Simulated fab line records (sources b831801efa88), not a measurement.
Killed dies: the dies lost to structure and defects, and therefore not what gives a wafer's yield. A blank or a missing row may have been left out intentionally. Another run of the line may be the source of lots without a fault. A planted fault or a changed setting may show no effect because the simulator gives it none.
fab line records -- flow gf180mcu
[record] lots = 24, wafers = 72, lastDay = 34
route steps=602 shown M3@415 V4@481 TOP_METAL@573
lots with no fault: from the same line, run without faults
startH: start of the lot's first displayed wafer, in hours after the record's first day -- waitH: time in hours since the lot's previous step -- " as in the row above -- L1.1+2: several wafers, shown together as one row -- - no value, or no start given -- * or withheld: withheld -- < > ~ a bound
route shown NAME@n: a module of which the file shows steps, and the number in the route of the first -- usual: mean/standard deviation taken from wafers without a fault -- same: alike in all rows -- chamber/n: place in a boat -- sites: readings site by site -- _std_site: the standard deviation of these -- _edge_site: mean of outer sites minus mean of inner sites -- radiusMm: for every site, how far away it sits from the centre of the wafer -- mask NAME#n: copy n -- behind: the tool/chamber that last shaped the wafer -- hold: what put the lot on hold/how long, in hours/how the hold closed -- device: transistor that didn't switch, given as n, p or np -- end of line: tests of these same wafers at the route's end -- a step given without rows: its recipe and nothing more -- killed: count of dies lost to structure and defects at first sort (not the wafer's yield) -- map: per-die view of a wafer (x killed, . not killed, _ where there is no die)
set.NAME: the setting as run; set.NAME@STEP: as run at that earlier step -- model.NAME: the simulator's own value behind a step, which no gauge read
one table for each step of the route and one row for each wafer, over a sample of lots
services: the hour from which a tool's chamber was out of use, counted from the record's first day as startH (under 0 if before that day), plus the number of hours and why
[[steps]]
[step GF_M3_THK_MEAS_06]
[recipe] thkMeasGauge = xrf, reads = AlCu_of_M3_SPUTTER_02
[usual] M3_ALCU_THK = 450/7.5
lot.wafer,tool,chamber,startH,waitH,M3_ALCU_THK[nm]
L074.1,filmMetro-01,-,462.43,0.1,448
L074.4,filmMetro-01,-,462.43,0.1,442
L074.6,filmMetro-01,-,462.43,0.1,446
L075.1,filmMetro-01,-,472.44,0.1,436
L075.2,filmMetro-01,-,472.44,0.1,450
L075.4,filmMetro-01,-,472.44,0.1,441
L076.1,filmMetro-03,-,474.00,0.1,445
L076.2,filmMetro-03,-,474.00,0.1,445
L076.4,filmMetro-03,-,474.00,0.1,450
L077.4,filmMetro-03,-,490.90,0.1,462
L077.5,filmMetro-03,-,490.90,0.1,459
L077.6,filmMetro-03,-,490.90,0.1,459
L078.1,filmMetro-03,-,507.73,0.1,439
L078.4,filmMetro-03,-,507.73,0.1,456
L078.5,filmMetro-03,-,507.73,0.1,452
L079.1,filmMetro-01,-,521.61,0.1,451
L079.2,filmMetro-01,-,521.61,0.1,444
L079.3,filmMetro-01,-,521.61,0.1,455
L080.1,filmMetro-01,-,522.56,0.1,444
L080.4,filmMetro-01,-,522.56,0.1,438
L080.5,filmMetro-01,-,522.56,0.1,445
L083.1,filmMetro-01,-,551.93,0.1,460
L083.2,filmMetro-01,-,551.93,0.1,453
L083.3,filmMetro-01,-,551.93,0.1,446
L081.1,filmMetro-03,-,552.93,0.1,449
L081.2,filmMetro-03,-,552.93,0.1,446
L081.3,filmMetro-03,-,552.93,0.1,444
L082.2,filmMetro-03,-,553.80,0.1,444
L082.4,filmMetro-03,-,553.80,0.1,450
L082.6,filmMetro-03,-,553.80,0.1,446
L084.1,filmMetro-03,-,570.54,0.1,439
L084.5,filmMetro-03,-,570.54,0.1,440
L084.6,filmMetro-03,-,570.54,0.1,448
L085.1,filmMetro-04,-,572.93,0.1,447
L085.3,filmMetro-04,-,572.93,0.1,457
L085.5,filmMetro-04,-,572.93,0.1,446
L086.3,filmMetro-04,-,573.51,0.1,449
L086.5,filmMetro-04,-,573.51,0.1,451
L086.6,filmMetro-04,-,573.51,0.1,446
L088.1,filmMetro-04,-,580.43,0.1,460
L088.4,filmMetro-04,-,580.43,0.1,464
L088.5,filmMetro-04,-,580.43,0.1,455
L087.2,filmMetro-03,-,582.10,0.1,464
L087.3,filmMetro-03,-,582.10,0.1,457
L087.5,filmMetro-03,-,582.10,0.1,461
L091.4,filmMetro-03,-,597.82,0.1,456
L091.5,filmMetro-03,-,597.82,0.1,454
L091.6,filmMetro-03,-,597.82,0.1,458
L089.1,filmMetro-03,-,602.23,0.1,439
L089.3,filmMetro-03,-,602.23,0.1,445
L089.5,filmMetro-03,-,602.23,0.1,442
L090.3,filmMetro-03,-,602.62,0.1,453
L090.4,filmMetro-03,-,602.62,0.1,455
L090.5,filmMetro-03,-,602.62,0.1,452
L092.4,filmMetro-01,-,608.85,0.1,443
L092.5,filmMetro-01,-,608.85,0.1,444
L092.6,filmMetro-01,-,608.85,0.1,445
L093.2,filmMetro-01,-,616.02,0.1,456
L093.3,filmMetro-01,-,616.02,0.1,454
L093.5,filmMetro-01,-,616.02,0.1,440
L094.1,filmMetro-01,-,617.17,0.1,457
L094.5,filmMetro-01,-,617.17,0.1,445
L094.6,filmMetro-01,-,617.17,0.1,460
L095.4,filmMetro-04,-,626.03,0.1,450
L095.5,filmMetro-04,-,626.03,0.1,458
L095.6,filmMetro-04,-,626.03,0.1,460
L096.1,filmMetro-03,-,631.38,0.1,450
L096.3,filmMetro-03,-,631.38,0.1,454
L096.4,filmMetro-03,-,631.38,0.1,458
L097.2,filmMetro-04,-,640.26,0.1,437
L097.3,filmMetro-04,-,640.26,0.1,451
L097.5,filmMetro-04,-,640.26,0.1,437
[step GF_M3_CD_MEAS_14]
[recipe] targetCdNm = 280
[usual] cdNm = 280.0/1.2
lot.wafer,tool,chamber,startH,waitH,cdNm
L074.1,cdSem-01,-,486.14,0.1,282.0
L074.4,cdSem-01,-,486.14,0.1,280.4
L074.6,cdSem-01,-,486.14,0.1,281.6
L075.1,cdSem-01,-,495.51,0.1,280.6
L075.2,cdSem-01,-,495.51,0.1,279.3
L075.4,cdSem-01,-,495.51,0.1,280.4
L076.1,cdSem-02,-,497.29,0.1,281.4
L076.2,cdSem-02,-,497.29,0.1,279.0
L076.4,cdSem-02,-,497.29,0.1,280.9
L077.4,cdSem-02,-,513.65,0.1,281.9
L077.5,cdSem-02,-,513.65,0.1,281.5
L077.6,cdSem-02,-,513.65,0.1,281.5
L078.1,cdSem-02,-,530.99,0.1,282.7
L078.4,cdSem-02,-,530.99,0.1,280.8
L078.5,cdSem-02,-,530.99,0.1,281.3
L079.1,cdSem-02,-,543.19,0.1,278.8
L079.2,cdSem-02,-,543.19,0.1,278.7
L079.3,cdSem-02,-,543.19,0.1,279.4
L080.1,cdSem-02,-,544.14,0.1,281.4
L080.4,cdSem-02,-,544.14,0.1,280.5
L080.5,cdSem-02,-,544.14,0.1,282.3
L083.1,cdSem-02,-,573.19,0.1,281.9
L083.2,cdSem-02,-,573.19,0.1,279.7
L083.3,cdSem-02,-,573.19,0.1,280.1
L081.1,cdSem-01,-,574.89,0.1,280.4
L081.2,cdSem-01,-,574.89,0.1,280.4
L081.3,cdSem-01,-,574.89,0.1,278.6
L082.2,cdSem-01,-,575.26,0.1,278.7
L082.4,cdSem-01,-,575.26,0.1,280.2
L082.6,cdSem-01,-,575.26,0.1,279.3
L084.1,cdSem-01,-,591.84,0.1,280.3
L084.5,cdSem-01,-,591.84,0.1,278.7
L084.6,cdSem-01,-,591.84,0.1,280.7
L085.1,cdSem-01,-,594.44,0.1,278.7
L085.3,cdSem-01,-,594.44,0.1,278.6
L085.5,cdSem-01,-,594.44,0.1,279.3
L086.3,cdSem-01,-,594.78,0.1,280.5
L086.5,cdSem-01,-,594.78,0.1,278.9
L086.6,cdSem-01,-,594.78,0.1,280.4
L088.1,cdSem-01,-,601.64,0.1,279.7
L088.4,cdSem-01,-,601.64,0.1,279.7
L088.5,cdSem-01,-,601.64,0.1,279.1
L087.2,cdSem-01,-,602.61,0.1,281.5
L087.3,cdSem-01,-,602.61,0.1,283.1
L087.5,cdSem-01,-,602.61,0.1,281.6
L091.4,cdSem-01,-,617.80,0.1,279.3
L091.5,cdSem-01,-,617.80,0.1,279.7
L091.6,cdSem-01,-,617.80,0.1,278.4
L089.1,cdSem-02,-,622.11,0.1,276.8
L089.3,cdSem-02,-,622.11,0.1,277.1
L089.5,cdSem-02,-,622.11,0.1,276.8
L090.3,cdSem-01,-,623.23,0.1,280.3
L090.4,cdSem-01,-,623.23,0.1,279.2
L090.5,cdSem-01,-,623.23,0.1,280.3
L092.4,cdSem-01,-,628.90,0.1,280.3
L092.5,cdSem-01,-,628.90,0.1,278.5
L092.6,cdSem-01,-,628.90,0.1,280.6
L093.2,cdSem-02,-,635.11,0.1,279.9
L093.3,cdSem-02,-,635.11,0.1,279.6
L093.5,cdSem-02,-,635.11,0.1,278.1
L094.1,cdSem-01,-,635.99,0.1,280.9
L094.5,cdSem-01,-,635.99,0.1,280.1
L094.6,cdSem-01,-,635.99,0.1,280.5
L095.4,cdSem-02,-,645.10,0.1,280.7
L095.5,cdSem-02,-,645.10,0.1,279.7
L095.6,cdSem-02,-,645.10,0.1,280.5
L096.1,cdSem-01,-,650.71,0.1,280.7
L096.3,cdSem-01,-,650.71,0.1,281.3
L096.4,cdSem-01,-,650.71,0.1,279.4
L097.2,cdSem-02,-,659.56,0.1,280.2
L097.3,cdSem-02,-,659.56,0.1,279.8
L097.5,cdSem-02,-,659.56,0.1,279.3
[step GF_M3_STRIP_17]
[recipe] chemistry = O2/N2, powerW = 1400, pressureMtorr = 1500, platenTempC = 250, o2FlowSccm = 3000, n2FlowSccm = 300, overashFraction = 0.5
[usual] drypumpMotorCurrentA = 5.79/0.14, heaterPowerW = 333/14, oesProductAu = 0.558/0.0052, stripTimeToEndpointS = 7.89/0.062
lot.wafer,tool,chamber,startH,waitH,drypumpMotorCurrentA,heaterPowerW,oesProductAu,rfHoursCounterH,stripTimeToEndpointS
L074.1,plasmaAsher-04,1,486.41,0.1,5.65,322,0.560,6,7.98
L074.4,plasmaAsher-04,0,486.41,0.1,5.84,333,0.560,-,7.99
L074.6,plasmaAsher-04,0,486.41,0.1,5.84,336,0.554,-,7.91
L075.1,plasmaAsher-04,1,495.78,0.1,5.61,320,0.555,7,7.85
L075.2,plasmaAsher-04,0,495.78,0.1,5.86,335,0.558,7,7.89
L075.4,plasmaAsher-04,0,495.78,0.1,5.85,344,0.557,-,7.90
L076.1,plasmaAsher-01,0,497.56,0.1,5.75,361,0.557,40,7.89
L076.2,plasmaAsher-01,1,497.56,0.1,5.74,325,0.555,40,7.91
L076.4,plasmaAsher-01,1,497.56,0.1,5.73,340,0.562,-,7.85
L077.4,plasmaAsher-04,1,513.89,0.1,5.61,309,0.562,-,7.81
L077.5,plasmaAsher-04,1,513.89,0.1,5.63,323,0.554,-,7.84
L077.6,plasmaAsher-04,0,513.89,0.1,5.87,334,0.557,-,7.76
L078.1,plasmaAsher-04,1,531.26,0.1,5.62,317,0.566,11,7.97
L078.4,plasmaAsher-04,0,531.26,0.1,5.85,336,0.557,-,7.89
L078.5,plasmaAsher-04,0,531.26,0.1,5.83,335,0.554,-,7.92
L079.1,plasmaAsher-04,0,543.46,0.1,5.86,335,0.555,12,7.84
L079.2,plasmaAsher-04,1,543.46,0.1,5.65,319,0.562,12,7.89
L079.3,plasmaAsher-04,1,543.46,0.1,5.65,315,0.559,-,7.86
L080.1,plasmaAsher-03,1,544.41,0.1,5.82,356,0.568,77,7.97
L080.4,plasmaAsher-03,0,544.41,0.1,6.10,330,0.557,-,7.93
L080.5,plasmaAsher-03,0,544.41,0.1,6.12,332,0.555,-,7.96
L083.1,plasmaAsher-04,1,573.57,0.2,5.62,317,0.558,15,7.91
L083.2,plasmaAsher-04,0,573.57,0.2,5.83,339,0.558,15,7.90
L083.3,plasmaAsher-04,1,573.57,0.2,5.63,317,0.561,-,7.91
L081.1,plasmaAsher-03,1,575.16,0.1,5.84,352,0.548,81,7.79
L081.2,plasmaAsher-03,0,575.16,0.1,6.11,323,0.557,81,7.81
L081.3,plasmaAsher-03,1,575.16,0.1,5.86,362,0.549,-,7.71
L082.2,plasmaAsher-03,1,575.62,0.1,5.87,353,0.562,81,7.90
L082.4,plasmaAsher-03,0,575.62,0.1,6.11,325,0.560,-,7.88
L082.6,plasmaAsher-03,1,575.62,0.1,5.87,347,0.562,-,7.87
L084.1,plasmaAsher-04,1,592.11,0.1,5.63,313,0.563,18,7.91
L084.5,plasmaAsher-04,1,592.11,0.1,5.63,323,0.553,-,7.90
L084.6,plasmaAsher-04,0,592.11,0.1,5.86,337,0.561,-,7.92
L085.1,plasmaAsher-01,1,594.71,0.1,5.73,344,0.558,49,7.87
L085.3,plasmaAsher-01,1,594.71,0.1,5.74,330,0.553,-,7.86
L085.5,plasmaAsher-01,1,594.71,0.1,5.72,339,0.554,-,7.89
L086.3,plasmaAsher-04,1,595.16,0.1,5.62,313,0.566,-,7.97
L086.5,plasmaAsher-04,1,595.16,0.1,5.62,315,0.565,-,7.91
L086.6,plasmaAsher-04,0,595.16,0.1,5.85,332,0.557,-,7.90
L088.1,plasmaAsher-03,1,601.91,0.1,5.84,357,0.553,85,7.86
L088.4,plasmaAsher-03,0,601.91,0.1,6.10,327,0.555,-,7.84
L088.5,plasmaAsher-03,1,601.91,0.1,5.82,349,0.553,-,7.84
L087.2,plasmaAsher-01,1,602.86,0.1,5.75,337,0.556,50,7.87
L087.3,plasmaAsher-01,0,602.86,0.1,5.75,353,0.558,-,7.91
L087.5,plasmaAsher-01,1,602.86,0.1,5.73,336,0.557,-,7.88
L091.4,plasmaAsher-01,1,618.04,0.1,5.73,341,0.552,-,7.81
L091.5,plasmaAsher-01,0,618.04,0.1,5.75,358,0.560,-,7.80
L091.6,plasmaAsher-01,1,618.04,0.1,5.74,347,0.545,-,7.79
L089.1,plasmaAsher-03,0,622.37,0.1,6.11,325,0.556,87,7.88
L089.3,plasmaAsher-03,0,622.37,0.1,6.09,318,0.560,-,7.93
L089.5,plasmaAsher-03,0,622.37,0.1,6.10,324,0.559,-,7.95
L090.3,plasmaAsher-04,0,623.49,0.1,5.85,338,0.550,-,7.82
L090.4,plasmaAsher-04,1,623.49,0.1,5.65,318,0.564,-,7.90
L090.5,plasmaAsher-04,1,623.49,0.1,5.63,319,0.549,-,7.87
L092.4,plasmaAsher-04,1,629.14,0.1,5.64,322,0.560,-,7.92
L092.5,plasmaAsher-04,1,629.14,0.1,5.64,310,0.558,-,8.01
L092.6,plasmaAsher-04,0,629.14,0.1,5.85,343,0.554,-,7.93
L093.2,plasmaAsher-04,1,635.36,0.1,5.63,315,0.562,22,7.86
L093.3,plasmaAsher-04,1,635.36,0.1,5.62,317,0.561,-,7.89
L093.5,plasmaAsher-04,1,635.36,0.1,5.64,314,0.562,-,7.85
L094.1,plasmaAsher-04,1,636.26,0.1,5.63,317,0.565,22,8.05
L094.5,plasmaAsher-04,0,636.26,0.1,5.86,336,0.565,-,7.97
L094.6,plasmaAsher-04,1,636.26,0.1,5.62,314,0.567,-,7.97
L095.4,plasmaAsher-04,1,645.34,0.1,5.62,322,0.567,-,7.86
L095.5,plasmaAsher-04,0,645.34,0.1,5.84,334,0.564,-,7.88
L095.6,plasmaAsher-04,1,645.34,0.1,5.62,322,0.554,-,7.82
L096.1,plasmaAsher-04,0,650.97,0.1,5.87,345,0.563,24,7.82
L096.3,plasmaAsher-04,1,650.97,0.1,5.65,318,0.556,-,7.83
L096.4,plasmaAsher-04,0,650.97,0.1,5.87,332,0.546,-,7.79
L097.2,plasmaAsher-04,0,659.81,0.1,5.82,334,0.565,25,8.00
L097.3,plasmaAsher-04,1,659.81,0.1,5.62,321,0.568,-,7.97
L097.5,plasmaAsher-04,0,659.81,0.1,5.86,332,0.560,-,7.95
[step GF_V4_BOW_MEAS_05]
[recipe] mode = bow
[usual] V4_BOW = 134/10
lot.wafer,tool,chamber,startH,waitH,V4_BOW[um]
L074.1,filmMetro-03,-,537.12,0.2,122
L074.4,filmMetro-03,-,537.12,0.2,140
L074.6,filmMetro-03,-,537.12,0.2,134
L075.1,filmMetro-03,-,545.16,0.1,132
L075.2,filmMetro-03,-,545.16,0.1,125
L075.4,filmMetro-03,-,545.16,0.1,120
L076.1,filmMetro-02,-,547.71,0.2,128
L076.2,filmMetro-02,-,547.71,0.2,132
L076.4,filmMetro-02,-,547.71,0.2,133
L077.4,filmMetro-02,-,562.97,0.2,124
L077.5,filmMetro-02,-,562.97,0.2,131
L077.6,filmMetro-02,-,562.97,0.2,138
L078.1,filmMetro-01,-,578.92,0.1,127
L078.4,filmMetro-01,-,578.92,0.1,125
L078.5,filmMetro-01,-,578.92,0.1,134
L079.1,filmMetro-02,-,590.36,0.1,142
L079.2,filmMetro-02,-,590.36,0.1,121
L079.3,filmMetro-02,-,590.36,0.1,136
L080.1,filmMetro-02,-,591.16,0.2,145
L080.4,filmMetro-02,-,591.16,0.2,135
L080.5,filmMetro-02,-,591.16,0.2,125
L083.1,filmMetro-03,-,619.50,0.2,135
L083.2,filmMetro-03,-,619.50,0.2,138
L083.3,filmMetro-03,-,619.50,0.2,141
L081.1,filmMetro-02,-,620.86,0.2,122
L081.2,filmMetro-02,-,620.86,0.2,123
L081.3,filmMetro-02,-,620.86,0.2,123
L082.2,filmMetro-01,-,621.19,0.2,150
L082.4,filmMetro-01,-,621.19,0.2,148
L082.6,filmMetro-01,-,621.19,0.2,140
L084.1,filmMetro-02,-,635.22,0.1,148
L084.5,filmMetro-02,-,635.22,0.1,153
L084.6,filmMetro-02,-,635.22,0.1,128
L085.1,filmMetro-02,-,639.55,0.1,141
L085.3,filmMetro-02,-,639.55,0.1,134
L085.5,filmMetro-02,-,639.55,0.1,133
L086.3,filmMetro-02,-,639.89,0.3,145
L086.5,filmMetro-02,-,639.89,0.3,145
L086.6,filmMetro-02,-,639.89,0.3,144
L088.1,filmMetro-03,-,646.39,0.2,150
L088.4,filmMetro-03,-,646.39,0.2,139
L088.5,filmMetro-03,-,646.39,0.2,138
L087.2,filmMetro-02,-,646.71,0.3,127
L087.3,filmMetro-02,-,646.71,0.3,133
L087.5,filmMetro-02,-,646.71,0.3,132
L091.4,filmMetro-02,-,661.43,0.2,120
L091.5,filmMetro-02,-,661.43,0.2,113
L091.6,filmMetro-02,-,661.43,0.2,134
L089.1,filmMetro-02,-,665.45,0.1,147
L089.3,filmMetro-02,-,665.45,0.1,133
L089.5,filmMetro-02,-,665.45,0.1,140
L090.3,filmMetro-01,-,665.80,0.3,111
L090.4,filmMetro-01,-,665.80,0.3,116
L090.5,filmMetro-01,-,665.80,0.3,109
L092.4,filmMetro-03,-,671.62,0.2,139
L092.5,filmMetro-03,-,671.62,0.2,137
L092.6,filmMetro-03,-,671.62,0.2,143
L093.2,filmMetro-02,-,677.81,0.3,142
L093.3,filmMetro-02,-,677.81,0.3,157
L093.5,filmMetro-02,-,677.81,0.3,150
L094.1,filmMetro-01,-,680.08,0.2,130
L094.5,filmMetro-01,-,680.08,0.2,127
L094.6,filmMetro-01,-,680.08,0.2,134
L095.4,filmMetro-03,-,687.60,0.2,138
L095.5,filmMetro-03,-,687.60,0.2,135
L095.6,filmMetro-03,-,687.60,0.2,138
L096.1,filmMetro-02,-,692.73,0.2,132
L096.3,filmMetro-02,-,692.73,0.2,135
L096.4,filmMetro-02,-,692.73,0.2,142
L097.2,filmMetro-03,-,701.01,0.3,149
L097.3,filmMetro-03,-,701.01,0.3,143
L097.5,filmMetro-03,-,701.01,0.3,142
[step GF_V4_OVL_MEAS_15]
[usual] V4_OVL = 2/4.4
lot.wafer,tool,chamber,startH,waitH,V4_OVL[nm]
L074.1,overlay-01,-,559.30,0.1,-3
L074.4,overlay-01,-,559.30,0.1,3
L074.6,overlay-01,-,559.30,0.1,-3
L075.1,overlay-01,-,567.56,0.1,0
L075.2,overlay-01,-,567.56,0.1,6
L075.4,overlay-01,-,567.56,0.1,-3
L076.1,overlay-01,-,570.20,0.1,2
L076.2,overlay-01,-,570.20,0.1,3
L076.4,overlay-01,-,570.20,0.1,1
L077.4,overlay-02,-,584.38,0.1,5
L077.5,overlay-02,-,584.38,0.1,7
L077.6,overlay-02,-,584.38,0.1,1
L078.1,overlay-01,-,599.90,0.1,7
L078.4,overlay-01,-,599.90,0.1,-1
L078.5,overlay-01,-,599.90,0.1,5
L079.1,overlay-02,-,610.51,0.1,-4
L079.2,overlay-02,-,610.51,0.1,1
L079.3,overlay-02,-,610.51,0.1,4
L080.1,overlay-01,-,610.66,0.1,0
L080.4,overlay-01,-,610.66,0.1,1
L080.5,overlay-01,-,610.66,0.1,-5
L083.1,overlay-01,-,639.26,0.1,-4
L083.2,overlay-01,-,639.26,0.1,6
L083.3,overlay-01,-,639.26,0.1,5
L081.1,overlay-02,-,640.10,0.1,1
L081.2,overlay-02,-,640.10,0.1,-1
L081.3,overlay-02,-,640.10,0.1,-2
L082.2,overlay-02,-,640.46,0.1,4
L082.4,overlay-02,-,640.46,0.1,6
L082.6,overlay-02,-,640.46,0.1,4
L084.1,overlay-02,-,654.45,0.1,-5
L084.5,overlay-02,-,654.45,0.1,-8
L084.6,overlay-02,-,654.45,0.1,6
L085.1,overlay-02,-,659.05,0.1,-1
L085.3,overlay-02,-,659.05,0.1,6
L085.5,overlay-02,-,659.05,0.1,6
L086.3,overlay-02,-,659.52,0.1,-5
L086.5,overlay-02,-,659.52,0.1,1
L086.6,overlay-02,-,659.52,0.1,2
L088.1,overlay-02,-,665.96,0.1,0
L088.4,overlay-02,-,665.96,0.1,1
L088.5,overlay-02,-,665.96,0.1,3
L087.2,overlay-02,-,666.32,0.1,1
L087.3,overlay-02,-,666.32,0.1,2
L087.5,overlay-02,-,666.32,0.1,-2
L091.4,overlay-02,-,681.28,0.1,4
L091.5,overlay-02,-,681.28,0.1,3
L091.6,overlay-02,-,681.28,0.1,3
L089.1,overlay-01,-,684.36,0.1,11
L089.3,overlay-01,-,684.36,0.1,11
L089.5,overlay-01,-,684.36,0.1,6
L090.3,overlay-01,-,685.32,0.1,10
L090.4,overlay-01,-,685.32,0.1,10
L090.5,overlay-01,-,685.32,0.1,10
L092.4,overlay-02,-,690.48,0.1,0
L092.5,overlay-02,-,690.48,0.1,7
L092.6,overlay-02,-,690.48,0.1,-1
L093.2,overlay-01,-,696.11,0.1,8
L093.3,overlay-01,-,696.11,0.1,6
L093.5,overlay-01,-,696.11,0.1,6
L094.1,overlay-01,-,698.81,0.1,-5
L094.5,overlay-01,-,698.81,0.1,0
L094.6,overlay-01,-,698.81,0.1,5
L095.4,overlay-01,-,706.27,0.1,3
L095.5,overlay-01,-,706.27,0.1,2
L095.6,overlay-01,-,706.27,0.1,4
L096.1,overlay-02,-,711.16,0.1,0
L096.3,overlay-02,-,711.16,0.1,1
L096.4,overlay-02,-,711.16,0.1,5
L097.2,overlay-01,-,718.62,0.1,2
L097.3,overlay-01,-,718.62,0.1,5
L097.5,overlay-01,-,718.62,0.1,9
[step GF_TOP_METAL_THK_MEAS_06]
[recipe] thkMeasGauge = xrf, reads = AlCu_of_TOP_METAL_SPUTTER_02
[usual] TOP_METAL_ALCU_THK = 895/12
lot.wafer,tool,chamber,startH,waitH,TOP_METAL_ALCU_THK[nm]
L074.1,filmMetro-02,-,627.09,0.1,864
L074.4,filmMetro-02,-,627.09,0.1,900
L074.6,filmMetro-02,-,627.09,0.1,886
L075.1,filmMetro-04,-,634.38,0.1,884
L075.2,filmMetro-04,-,634.38,0.1,876
L075.4,filmMetro-04,-,634.38,0.1,905
L076.1,filmMetro-01,-,635.51,0.1,898
L076.2,filmMetro-01,-,635.51,0.1,896
L076.4,filmMetro-01,-,635.51,0.1,899
L077.4,filmMetro-01,-,649.24,0.1,905
L077.5,filmMetro-01,-,649.24,0.1,885
L077.6,filmMetro-01,-,649.24,0.1,898
L078.1,filmMetro-02,-,663.84,0.1,908
L078.4,filmMetro-02,-,663.84,0.1,901
L078.5,filmMetro-02,-,663.84,0.1,891
L079.1,filmMetro-04,-,674.49,0.1,903
L079.2,filmMetro-04,-,674.49,0.1,901
L079.3,filmMetro-04,-,674.49,0.1,892
L080.1,filmMetro-01,-,675.27,0.1,904
L080.4,filmMetro-01,-,675.27,0.1,923
L080.5,filmMetro-01,-,675.27,0.1,913
L083.1,filmMetro-04,-,701.48,0.1,877
L083.2,filmMetro-04,-,701.48,0.1,892
L083.3,filmMetro-04,-,701.48,0.1,898
L081.1,filmMetro-02,-,701.78,0.1,905
L081.2,filmMetro-02,-,701.78,0.1,905
L081.3,filmMetro-02,-,701.78,0.1,896
L082.2,filmMetro-04,-,702.77,0.1,904
L082.4,filmMetro-04,-,702.77,0.1,902
L082.6,filmMetro-04,-,702.77,0.1,902
L084.1,filmMetro-04,-,716.01,0.1,894
L084.5,filmMetro-04,-,716.01,0.1,906
L084.6,filmMetro-04,-,716.01,0.1,899
L085.1,filmMetro-01,-,719.55,0.1,878
L085.3,filmMetro-01,-,719.55,0.1,903
L085.5,filmMetro-01,-,719.55,0.1,898
L086.3,filmMetro-04,-,720.92,0.1,887
L086.5,filmMetro-04,-,720.92,0.1,898
L086.6,filmMetro-04,-,720.92,0.1,896
L088.1,filmMetro-01,-,726.95,0.1,908
L088.4,filmMetro-01,-,726.95,0.1,897
L088.5,filmMetro-01,-,726.95,0.1,889
L087.2,filmMetro-04,-,727.66,0.1,877
L087.3,filmMetro-04,-,727.66,0.1,880
L087.5,filmMetro-04,-,727.66,0.1,880
L091.4,filmMetro-02,-,741.97,0.1,906
L091.5,filmMetro-02,-,741.97,0.1,895
L091.6,filmMetro-02,-,741.97,0.1,889
L089.1,filmMetro-04,-,744.18,0.1,905
L089.3,filmMetro-04,-,744.18,0.1,904
L089.5,filmMetro-04,-,744.18,0.1,902
L090.3,filmMetro-04,-,744.44,0.1,912
L090.4,filmMetro-04,-,744.44,0.1,924
L090.5,filmMetro-04,-,744.44,0.1,928
L092.4,filmMetro-04,-,749.35,0.1,878
L092.5,filmMetro-04,-,749.35,0.1,883
L092.6,filmMetro-04,-,749.35,0.1,875
L093.2,filmMetro-04,-,753.22,0.1,902
L093.3,filmMetro-04,-,753.22,0.1,910
L093.5,filmMetro-04,-,753.22,0.1,911
L094.1,filmMetro-02,-,756.34,0.1,892
L094.5,filmMetro-02,-,756.34,0.1,871
L094.6,filmMetro-02,-,756.34,0.1,888
L095.4,filmMetro-04,-,764.71,0.1,899
L095.5,filmMetro-04,-,764.71,0.1,888
L095.6,filmMetro-04,-,764.71,0.1,903
L096.1,filmMetro-01,-,768.37,0.1,909
L096.3,filmMetro-01,-,768.37,0.1,904
L096.4,filmMetro-01,-,768.37,0.1,896
L097.2,filmMetro-02,-,774.34,0.1,871
L097.3,filmMetro-02,-,774.34,0.1,889
L097.5,filmMetro-02,-,774.34,0.1,898
[[services]]
tool,chamber,startH,hours,kind
plasmaAsher-04,-,477.38,0.8,repair
plasmaAsher-03,-,488.94,14.6,pm
plasmaAsher-01,-,569.36,15.6,pm
plasmaAsher-04,-,589.91,0.9,repair
plasmaAsher-01,-,657.66,2.2,repair
[[key]]
fault none
